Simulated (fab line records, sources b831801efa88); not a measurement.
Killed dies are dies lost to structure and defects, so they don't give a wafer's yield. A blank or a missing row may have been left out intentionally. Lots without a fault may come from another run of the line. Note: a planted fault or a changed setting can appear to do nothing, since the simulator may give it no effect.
fab line records	flow sky130
[record] lots = 7	wafers = 21	last-day = 50
route steps=708 shown VT_ADJUST_LVTN@111 VT_ADJUST_NCORE@119 PAD_OPEN@708
lots with no fault: from the same line, run without faults
start-h: start of the lot's first displayed wafer, in hours after the record's first day	wait-h: hours from the lot's prior step to this one	" identical to the entry in the row above	L1.1+2: a row that stands for several wafers	- no value, or no start was given	* or withheld: withheld	< > ~ a bound
route shown NAME@n: NAME is a module with steps in the file, n the number in the route of the first one	usual: mean and standard deviation over wafers with no fault	same: alike in all rows	chamber/n: place in a boat	sites: the reading at each site	_std_site: how widely they spread, as a standard deviation	_edge_site: mean of outer sites minus mean of inner sites	radius-mm: for every site, how far away it sits from the centre of the wafer	mask NAME#n: copy n	behind: the tool/chamber that last shaped the wafer	hold: the reason the lot was held/the length of the hold in hours/how it ended	device: transistor that didn't switch, given as n, p or np	end of line: the same wafers' tests at the end of the route	a step given without rows: its recipe and nothing more	killed: at the first sort, the dies lost to defects and structure; wafer yield is something else	map: the dies of a wafer, with x for killed, . for not killed, _ for no die there
set.NAME: the setting that was run; set.NAME@STEP: the one run at that earlier step	model.NAME: the simulator's own value behind a step, which no gauge read
a table for each step, a row for each wafer; lots at some steps of the route
services: a tool's chamber out of use, with start hour (start-h, from the record's first day; less than 0 if before it), hours out, and reason
[[steps]]
[step SKY_VT_ADJUST_LVTN_SOFTBAKE_14]
[recipe] temp-c = 90	time-s = 60	resist = NOVOLAK
[step SKY_VT_ADJUST_LVTN_EXPOSE_15]
[recipe] mask-id = HVN_STD_DERIVED	na = 0.6	source-shape = conventional	sigma-outer = 0.6	polarization = unpolarized	target-cd-nm = 600	dose-mj = 163
[step SKY_VT_ADJUST_LVTN_PEB_16]
[recipe] temp-c = withheld	time-s = *	resist = NOVOLAK
[step SKY_VT_ADJUST_LVTN_DEVELOP_17]
[recipe] resist = NOVOLAK	developer = TMAH	develop-time-s = 60	dev-temp-c = 23
[step SKY_VT_ADJUST_LVTN_OVL_MEAS_18]
[usual] VT_ADJUST_LVTN_01_OVL = -0.5/1.2
lot.wafer	tool	chamber	start-h	wait-h	VT_ADJUST_LVTN_01_OVL[nm]
L335.2	overlay-01	-	176.80	0.1	-1.2
L335.4	"	-	"	"	0.1
L335.6	"	-	"	"	-1.6
L337.1	overlay-01	-	189.46	0.1	2.0
L337.2	"	-	"	"	1.3
L337.5	"	-	"	"	0.2
L345.3	overlay-02	-	240.26	0.1	-0.6
L345.4	"	-	"	"	-0.8
L345.5	"	-	"	"	-0.6
L347.1	overlay-01	-	252.48	0.1	-2.1
L347.4	"	-	"	"	-2.5
L347.5	"	-	"	"	0.6
L349.1	overlay-01	-	271.73	0.1	-1.7
L349.5	"	-	"	"	-1.0
L349.6	"	-	"	"	-3.5
L351.1	overlay-02	-	293.35	0.1	-0.9
L351.3	"	-	"	"	1.1
L351.4	"	-	"	"	1.3
L356.3	overlay-01	-	320.72	0.1	-1.3
L356.5	"	-	"	"	-1.3
L356.6	"	-	"	"	-1.7
[step SKY_VT_ADJUST_LVTN_IMPLANT_19]
[recipe] species = B	energy-kev = 30	dose-cm2 = 6.5e+11	tilt-deg = withheld
[step SKY_VT_ADJUST_LVTN_STRIP_20]
[recipe] chemistry = O2/N2	power-w = 1400	pressure-mtorr = 1500	platen-temp-c = withheld	o2-flow-sccm = 3000	n2-flow-sccm = 300	overash-fraction = 0.5
[usual] drypump-motor-current-A = 5.7/0.56	oes-product-au = 0.716/0.0045	strip-time-to-endpoint-s = 14.20/0.044
[same] overash-fraction = 0.5
lot.wafer	tool	chamber	start-h	wait-h	drypump-motor-current-A	oes-product-au	rf-hours-counter-h	strip-time-to-endpoint-s
L335.2	plasma-asher-03	1	176.98	0.1	5.0	0.711	45	14.19
L335.4	"	0	"	"	6.5	0.717	-	14.24
L335.6	"	0	"	"	6.5	0.706	-	14.19
L337.1	plasma-asher-03	0	189.65	0.1	6.5	0.710	46	14.18
L337.2	"	1	"	"	5.0	0.716	46	14.23
L337.5	"	1	"	"	5.0	0.714	-	14.22
L345.3	plasma-asher-03	0	240.47	0.1	6.5	0.716	-	14.27
L345.4	"	1	"	"	5.0	0.718	-	14.26
L345.5	"	0	"	"	6.5	0.712	-	14.22
L347.1	plasma-asher-03	0	252.67	0.1	6.5	0.720	53	14.24
L347.4	"	1	"	"	5.0	0.708	-	14.25
L347.5	"	1	"	"	5.0	0.726	-	14.19
L349.1	plasma-asher-04	0	271.92	0.1	5.1	0.722	61	14.22
L349.5	"	0	"	"	5.1	0.719	-	14.20
L349.6	"	1	"	"	5.7	0.719	-	14.16
L351.1	plasma-asher-03	1	293.53	0.1	5.0	0.717	57	14.10
L351.3	"	1	"	"	5.0	0.713	-	14.08
L351.4	"	0	"	"	6.5	0.715	-	14.10
L356.3	plasma-asher-03	0	320.93	0.1	6.5	0.714	-	14.14
L356.5	"	1	"	"	5.0	0.705	-	14.18
L356.6	"	0	"	"	6.5	0.723	-	14.13
[step SKY_VT_ADJUST_LVTN_TW_MEAS_21]
[usual] VT_ADJUST_LVTN_2_TW = 188.7/2.8
lot.wafer	tool	chamber	start-h	wait-h	VT_ADJUST_LVTN_2_TW
L335.2	film-metro-03	-	177.09	0.1	190.3
L335.4	"	-	"	"	191.3
L335.6	"	-	"	"	188.9
L337.1	film-metro-04	-	189.75	0.1	184.4
L337.2	"	-	"	"	183.8
L337.5	"	-	"	"	184.4
L345.3	film-metro-04	-	240.55	0.1	185.1
L345.4	"	-	"	"	185.3
L345.5	"	-	"	"	185.8
L347.1	film-metro-03	-	252.77	0.1	189.2
L347.4	"	-	"	"	189.4
L347.5	"	-	"	"	189.0
L349.1	film-metro-04	-	272.02	0.1	185.2
L349.5	"	-	"	"	185.3
L349.6	"	-	"	"	185.6
L351.1	film-metro-01	-	293.63	0.1	190.9
L351.3	"	-	"	"	191.3
L351.4	"	-	"	"	191.5
L356.3	film-metro-04	-	321.02	0.1	184.7
L356.5	"	-	"	"	183.7
L356.6	"	-	"	"	184.7
[step SKY_VT_ADJUST_NCORE_DEHYDRATE_00]
[recipe] temp-c = 200	time-s = 60
[step SKY_VT_ADJUST_NCORE_HMDS_01]
[recipe] prime-time-s = 60	prime-temp-c = 120
[step SKY_VT_ADJUST_NCORE_COAT_02]
[recipe] resist = NOVOLAK	spin-rpm = 3000	resist-thk-nm = 1140
[step SKY_VT_ADJUST_NCORE_SOFTBAKE_03]
[recipe] temp-c = 90	time-s = 60	resist = NOVOLAK
[step SKY_VT_ADJUST_NCORE_EXPOSE_04]
[recipe] mask-id = LVTN_COMPLEMENT_THIN	na = 0.6	source-shape = conventional	sigma-outer = 0.6	polarization = unpolarized	target-cd-nm = 380	dose-mj = 139
lot.wafer	tool	chamber	start-h	wait-h	mask	model.VT_ADJUST_NCORE.overlay-x-nm
L335.2+4+6	iline-stepper-02	0	186.47	-	LVTN_COMPLEMENT_THIN#0	-0.1713
L337.1+2+5	iline-stepper-01	0	200.60	-	LVTN_COMPLEMENT_THIN#0	-0.3398
L345.3+4+5	iline-stepper-02	0	252.53	-	LVTN_COMPLEMENT_THIN#0	-0.0238
L347.1+4+5	iline-stepper-01	0	264.54	-	LVTN_COMPLEMENT_THIN#0	-146.9
L349.1+5+6	iline-stepper-01	0	284.06	-	LVTN_COMPLEMENT_THIN#0	-146.5
L351.1+3+4	iline-stepper-01	0	306.62	-	LVTN_COMPLEMENT_THIN#0	-147.7
L356.3+5+6	iline-stepper-02	0	335.04	-	LVTN_COMPLEMENT_THIN#0	-0.3239
[step SKY_VT_ADJUST_NCORE_PEB_05]
[recipe] temp-c = withheld	time-s = *	resist = NOVOLAK
[step SKY_VT_ADJUST_NCORE_DEVELOP_06]
[recipe] resist = NOVOLAK	developer = TMAH	develop-time-s = 60	dev-temp-c = 23
[step SKY_VT_ADJUST_NCORE_CD_MEAS_07]
[recipe] target-cd-nm = 380
[usual] cd-nm = 379.4/2.8
lot.wafer	tool	chamber	start-h	wait-h	cd-nm
L335.2	cd-sem-01	-	197.02	0.1	381.7
L335.4	"	-	"	"	380.3
L335.6	"	-	"	"	382.0
L337.1	cd-sem-01	-	210.89	0.1	381.3
L337.2	"	-	"	"	379.3
L337.5	"	-	"	"	383.8
L345.3	cd-sem-01	-	264.14	0.1	380.2
L345.4	"	-	"	"	376.9
L345.5	"	-	"	"	376.4
L347.1	cd-sem-01	-	277.24	0.1	381.1
L347.4	"	-	"	"	381.0
L347.5	"	-	"	"	381.5
L349.1	cd-sem-01	-	296.19	0.1	377.1
L349.5	"	-	"	"	375.6
L349.6	"	-	"	"	376.5
L351.1	cd-sem-02	-	318.66	0.1	381.9
L351.3	"	-	"	"	382.0
L351.4	"	-	"	"	384.0
L356.3	cd-sem-01	-	346.75	0.1	378.5
L356.5	"	-	"	"	380.4
L356.6	"	-	"	"	380.2
[step SKY_VT_ADJUST_NCORE_OVL_MEAS_08]
[usual] VT_ADJUST_NCORE_OVL = -0.2/1.3
lot.wafer	tool	chamber	start-h	wait-h	VT_ADJUST_NCORE_OVL[nm]
L335.2	overlay-01	-	197.12	0.1	-0.2
L335.4	"	-	"	"	-0.7
L335.6	"	-	"	"	0.8
L337.1	overlay-02	-	211.01	0.1	0.6
L337.2	"	-	"	"	0.1
L337.5	"	-	"	"	1.1
L345.3	overlay-02	-	264.23	0.1	1.2
L345.4	"	-	"	"	-2.0
L345.5	"	-	"	"	-1.2
L347.1	overlay-01	-	277.36	0.1	-146.7
L347.4	"	-	"	"	-147.6
L347.5	"	-	"	"	-148.2
L349.1	overlay-01	-	296.31	0.1	-148.6
L349.5	"	-	"	"	-149.3
L349.6	"	-	"	"	-148.7
L351.1	overlay-02	-	318.78	0.1	-147.9
L351.3	"	-	"	"	-148.1
L351.4	"	-	"	"	-148.9
L356.3	overlay-01	-	346.84	0.1	0.1
L356.5	"	-	"	"	0.9
L356.6	"	-	"	"	0.1
[step SKY_VT_ADJUST_NCORE_IMPLANT_09]
[recipe] species = B	energy-kev = 10	dose-cm2 = 2.4e+12	tilt-deg = withheld
[step SKY_PAD_OPEN_PROBE_99]
[usual] killed_at_M0_to_M3 = 44/6.9	killed_at_M4_up = 3.3/1.8	killed-at-contacts = 24/5	killed-at-front-end = 16/4.6	killed-at-other = 0.2/0.42	killed-dies = 88/9.2	killed-open = 48/7.3	killed-short = 40/6.5
[same] gross-dies = 492	killed-at-back-side = 0
lot.wafer	tool	chamber	start-h	wait-h	killed_at_M0_to_M3	killed_at_M4_up	killed-at-contacts	killed-at-front-end	killed-at-other	killed-dies	killed-open	killed-short	model.etest.sram-nfet-pass.drive-ua-um	model.etest.sram-nfet-pass.off-log10-a-um	model.etest.sram-nfet-pass.vt-sat-v	model.etest.sram-nfet-pass.vt-v
L335.2	prober-01	-	1087.13	0.1	54	3	18	11	0	86	42	44	487.2	-12.61	0.5748	0.6729
L335.4	prober-01	-	1087.23	0.2	42	3	24	17	1	87	52	35	488.9	-12.49	0.5554	0.6501
L335.6	prober-01	-	1087.33	0.2	53	6	20	15	0	94	47	47	482	-12.49	0.5713	0.6698
L337.1	prober-02	-	1112.19	0.1	30	2	26	19	1	78	39	37	485.4	-12.83	0.577	0.6762
L337.2	prober-02	-	1112.24	0.1	33	3	27	21	0	84	40	43	498.4	-12.52	0.5568	0.657
L337.5	prober-02	-	1112.39	0.2	53	1	21	13	0	88	58	28	512.6	-12.46	0.5455	0.6433
L345.3	prober-01	-	1147.92	0.2	46	5	20	15	0	86	43	43	487.4	-12.7	0.5547	0.6531
L345.4	prober-01	-	1147.97	0.2	50	3	34	13	0	100	58	42	472.9	-13.05	0.5916	0.6902
L345.5	prober-01	-	1148.02	0.2	41	3	30	13	0	87	45	42	465.2	-12.81	0.5694	0.6645
L347.1	prober-01	-	1158.77	0.1	44	4	20	21	0	89	48	39	506.4	-12.64	0.5525	0.6624
L347.4	prober-01	-	1158.92	0.2	37	2	24	20	1	84	47	37	502.2	-12.64	0.5437	0.6529
L347.5	prober-01	-	1158.97	0.2	48	2	22	23	0	95	44	50	500.5	-12.58	0.5505	0.6622
L349.1	prober-01	-	1170.17	0.1	51	3	26	16	0	96	51	44	511.5	-12.12	0.525	0.6356
L349.5	prober-01	-	1170.37	0.2	51	4	25	8	1	89	44	44	498.8	-12.31	0.5338	0.6439
L349.6	prober-01	-	1170.42	0.2	53	4	27	16	0	100	56	44	496.9	-12.28	0.5425	0.6522
L351.1	prober-02	-	1181.00	0.1	33	8	23	14	1	79	31	47	510.3	-12.5	0.5357	0.6423
L351.3	prober-02	-	1181.10	0.2	48	1	24	9	0	82	42	40	524.8	-12.37	0.5146	0.6225
L351.4	prober-02	-	1181.15	0.2	44	4	22	9	1	80	47	33	519.8	-12.25	0.5307	0.6367
L356.3	prober-02	-	1198.24	0.2	44	0	25	10	0	79	50	29	486.4	-12.58	0.5622	0.6634
L356.5	prober-02	-	1198.34	0.2	37	2	29	12	0	80	45	35	502.6	-12.65	0.5639	0.6667
L356.6	prober-02	-	1198.39	0.2	56	4	24	10	1	95	49	46	464.5	-12.89	0.5852	0.6791
// killed by level:class
L335.2 VIA2:geometric-particle:open=11 VIA1:geometric-particle:open=9 CONTACT:geometric-particle:open=7 METAL1:geometric-particle:short=7 LI_CONTACT:geometric-particle:short=5 METAL2:geometric-particle:short=5 METAL3:geometric-particle:short=5 CONTACT:geometric-particle:short=4
L335.4 CONTACT:geometric-particle:open=12 VIA1:geometric-particle:open=9 VIA2:geometric-particle:open=7 VIA1:geometric-particle:short=6 POLY_GATE:geometric-particle:open=5 POLY_GATE:geometric-particle:short=5 VIA3:geometric-particle:open=5 LI_CONTACT:geometric-particle:open=4
L335.6 VIA1:geometric-particle:short=10 LI_CONTACT:geometric-particle:open=8 VIA2:geometric-particle:open=8 FIELD_ISO:geometric-particle:short=7 VIA1:geometric-particle:open=7 VIA3:geometric-particle:open=7 CONTACT:geometric-particle:short=5 METAL1:geometric-particle:short=5
L337.1 LI_CONTACT:geometric-particle:open=10 VIA1:geometric-particle:open=8 CONTACT:geometric-particle:short=6 CONTACT:geometric-particle:open=5 VIA2:geometric-particle:open=5 FIELD_ISO:geometric-particle:short=4 VIA1:geometric-particle:short=4 METAL2:geometric-particle:short=4
L337.2 LI_CONTACT:geometric-particle:open=8 CONTACT:geometric-particle:open=8 VIA1:geometric-particle:open=8 METAL1:geometric-particle:short=8 CONTACT:geometric-particle:short=6 VIA3:geometric-particle:short=6 FIELD_ISO:geometric-particle:short=4 FIELD_ISO:geometric-particle:open=4
L337.5 VIA1:geometric-particle:open=13 VIA2:geometric-particle:open=11 LI_CONTACT:geometric-particle:open=9 CONTACT:geometric-particle:open=6 FIELD_ISO:geometric-particle:open=5 VIA2:geometric-particle:short=5 METAL1:geometric-particle:short=4 VIA3:geometric-particle:open=3
L345.3 CONTACT:geometric-particle:open=11 METAL1:geometric-particle:short=8 VIA1:geometric-particle:open=8 VIA3:geometric-particle:open=7 FIELD_ISO:geometric-particle:short=6 METAL2:geometric-particle:short=6 VIA1:geometric-particle:short=5 FIELD_ISO:geometric-particle:open=3
L345.4 CONTACT:geometric-particle:open=14 VIA1:geometric-particle:open=13 VIA2:geometric-particle:open=8 LI_CONTACT:geometric-particle:open=7 VIA1:geometric-particle:short=6 VIA3:geometric-particle:open=6 CONTACT:geometric-particle:short=5 VIA3:geometric-particle:short=5
L345.5 CONTACT:geometric-particle:open=13 VIA1:geometric-particle:open=11 METAL2:geometric-particle:short=9 POLY_GATE:geometric-particle:short=6 VIA3:geometric-particle:open=6 LI_CONTACT:geometric-particle:open=5 LOCAL_INTERCONNECT:geometric-particle:short=5 CONTACT:geometric-particle:short=5
L347.1 CONTACT:geometric-particle:open=10 VIA3:geometric-particle:open=8 VIA1:geometric-particle:open=7 FIELD_ISO:geometric-particle:open=6 VIA2:geometric-particle:open=6 FIELD_ISO:geometric-particle:short=5 LI_CONTACT:geometric-particle:open=5 METAL2:geometric-particle:short=5
L347.4 VIA1:geometric-particle:open=14 CONTACT:geometric-particle:open=9 LI_CONTACT:geometric-particle:open=7 FIELD_ISO:geometric-particle:short=6 POLY_GATE:geometric-particle:short=5 POLY_GATE:geometric-particle:open=4 LOCAL_INTERCONNECT:geometric-particle:short=4 METAL2:geometric-particle:short=4
L347.5 METAL2:geometric-particle:short=11 VIA3:geometric-particle:open=10 FIELD_ISO:geometric-particle:open=9 CONTACT:geometric-particle:open=8 METAL1:geometric-particle:short=6 FIELD_ISO:geometric-particle:short=5 LI_CONTACT:geometric-particle:open=5 CONTACT:geometric-particle:short=5
L349.1 VIA2:geometric-particle:open=14 LOCAL_INTERCONNECT:geometric-particle:short=10 CONTACT:geometric-particle:open=8 VIA1:geometric-particle:open=7 POLY_GATE:geometric-particle:open=5 VIA3:geometric-particle:open=5 VIA1:geometric-particle:short=5 METAL2:geometric-particle:short=4
L349.5 CONTACT:geometric-particle:open=13 METAL2:geometric-particle:short=10 VIA1:geometric-particle:open=8 VIA3:geometric-particle:open=8 LI_CONTACT:geometric-particle:open=5 VIA2:geometric-particle:open=5 VIA3:geometric-particle:short=5 CONTACT:geometric-particle:short=4
L349.6 CONTACT:geometric-particle:open=17 METAL2:geometric-particle:short=10 METAL1:geometric-particle:short=8 VIA1:geometric-particle:open=8 VIA3:geometric-particle:open=7 VIA2:geometric-particle:open=6 POLY_GATE:geometric-particle:open=5 LOCAL_INTERCONNECT:geometric-particle:short=5
L351.1 LI_CONTACT:geometric-particle:open=8 METAL4:geometric-particle:short=8 POLY_GATE:geometric-particle:short=6 VIA3:geometric-particle:short=6 CONTACT:geometric-particle:open=5 VIA1:geometric-particle:short=5 LOCAL_INTERCONNECT:geometric-particle:short=4 CONTACT:geometric-particle:short=4
L351.3 LI_CONTACT:geometric-particle:open=12 METAL1:geometric-particle:short=11 VIA1:geometric-particle:open=7 VIA3:geometric-particle:open=7 VIA1:geometric-particle:short=5 VIA2:geometric-particle:open=5 METAL3:geometric-particle:short=4 CONTACT:geometric-particle:open=4
L351.4 VIA2:geometric-particle:open=13 CONTACT:geometric-particle:open=10 VIA1:geometric-particle:open=10 METAL2:geometric-particle:short=6 LOCAL_INTERCONNECT:geometric-particle:short=4 CONTACT:geometric-particle:short=4 FIELD_ISO:geometric-particle:open=3 FIELD_ISO:geometric-particle:short=3
L356.3 CONTACT:geometric-particle:open=14 VIA1:geometric-particle:open=13 METAL2:geometric-particle:short=8 VIA3:geometric-particle:open=6 METAL1:geometric-particle:short=5 VIA2:geometric-particle:open=5 CONTACT:geometric-particle:short=4 LOCAL_INTERCONNECT:geometric-particle:short=3
L356.5 CONTACT:geometric-particle:open=14 VIA1:geometric-particle:open=9 LOCAL_INTERCONNECT:geometric-particle:short=7 FIELD_ISO:geometric-particle:short=5 VIA2:geometric-particle:open=5 VIA1:geometric-particle:short=5 CONTACT:geometric-particle:short=4 METAL2:geometric-particle:open=4
L356.6 VIA1:geometric-particle:open=11 CONTACT:geometric-particle:open=10 METAL2:geometric-particle:short=10 METAL1:geometric-particle:short=8 VIA3:geometric-particle:short=7 VIA3:geometric-particle:open=7 POLY_GATE:geometric-particle:open=5 LI_CONTACT:geometric-particle:open=4
[[services]]
tool	chamber	start-h	hours	kind
plasma-asher-04	-	179.45	3.2	repair
plasma-asher-04	-	188.82	1.0	repair
iline-stepper-02	-	223.43	1.6	repair
iline-stepper-02	-	229.01	11.9	repair
iline-stepper-02	0	236.17	-	calibration
plasma-asher-03	-	248.73	0.6	repair
plasma-asher-04	-	255.45	0.8	repair
iline-stepper-02	-	256.77	1.7	pm
plasma-asher-04	-	277.09	31.9	repair
iline-stepper-01	0	286.21	-	calibration
iline-stepper-01	-	325.59	6.8	repair
[[key]]
[first-sign] step = SKY_VT_ADJUST_NCORE_OVL_MEAS_08	reading = VT_ADJUST_NCORE_OVL	direction = down	sigmas = 99+	usual = -0.2	struck = -148.2
effect none on later readings
[model-effect] step = SKY_VT_ADJUST_NCORE_EXPOSE_04	value = VT_ADJUST_NCORE.overlay-x-nm	without = -0.1372	struck = -147.1
[model-effect] step = SKY_PAD_OPEN_PROBE_99	value = etest.sram-nfet-pass.drive-ua-um	without = 473.2	struck = 507.9
met-at SKY_VT_ADJUST_NCORE_EXPOSE_04
struck-wafers L347.1,L347.4,L347.5,L349.1,L349.5,L349.6,L351.1,L351.3,L351.4
tester-left-out L347,L349,L351
onset-between 200.60 264.54
[fault] kind = scanner-matching-overlay	tool = iline-stepper-01	chamber = -	onset-h = 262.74	steps = SKY_VT_ADJUST_NCORE_EXPOSE_04	offset = -146.92
// tester-left-out: of these lots the tester's yield and bins aren't shown, on N5 and GAA mostly nor the transistor test; their killed dies are dies lost to structure and defects alone, not to doping, threshold or leakage, so they don't give the yield
